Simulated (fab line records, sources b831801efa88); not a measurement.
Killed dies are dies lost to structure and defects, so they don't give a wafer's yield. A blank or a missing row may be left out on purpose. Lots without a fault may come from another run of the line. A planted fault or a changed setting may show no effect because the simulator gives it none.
One fault seen from 2 desks | flow gf180mcu | each desk has only its own numbers; what lay behind them comes last

THE TOOL OWNER'S DESK: rie_diel-02
The tool's own readings at GF_V2_ETCH_17 (etches SiO2 in C4F8/O2/Ar, stops on TiN, target depth 630 nm): means of the sampled wafers that have a number, for each lot that ran on this tool. A lot is out of limits, marked OUT, if its mean lies more than 4 standard deviations from the usual mean; the brackets give that distance.
Columns: A = oes_product_au at GF_V2_ETCH_17, usual 0.857 a.u.
lot  | first seen here | A
L626 | day 21 20:00    | 0.855
L627 | day 22 12:00    | 0.855
L629 | day 23 05:00    | 0.855
L633 | day 24 13:00    | 0.858
L634 | day 24 22:00    | 0.856
L637 | day 25 19:00    | 0.853
This desk's finding: nothing out of limits on any of the 6 lots.

THE METROLOGY DESK
What the gauges read, lot by lot, whatever tool the lot ran on: means of the sampled wafers that have a number. A lot is out of limits, marked OUT, if its mean lies more than 4 standard deviations from the usual mean; the brackets give that distance.
Columns: A = cd_nm at GF_V5_CD_MEAS_14, usual 260.0 nm
lot  | first seen here | A
L623 | day 26 21:08    | 261.0
L624 | day 27 21:02    | 258.9
L625 | day 28 10:47    | 260.6
L626 | day 28 13:07    | 259.5
L627 | day 28 23:46    | 260.6
L628 | day 29 08:35    | 260.4
L629 | day 29 16:40    | 258.7
L631 | day 30 01:43    | 261.5
L632 | day 30 02:26    | 259.3
L633 | day 30 19:07    | 260.0
L634 | day 31 01:49    | 259.0
L637 | day 31 17:53    | 258.7
L646 | day 33 21:32    | 260.3
This desk's finding: nothing out of limits on any of the 13 lots.

PUT TOGETHER
The tool owner's desk saw nothing out of limits.
The metrology desk saw nothing out of limits.

WHAT THE SIMULATOR HAD PUT IN
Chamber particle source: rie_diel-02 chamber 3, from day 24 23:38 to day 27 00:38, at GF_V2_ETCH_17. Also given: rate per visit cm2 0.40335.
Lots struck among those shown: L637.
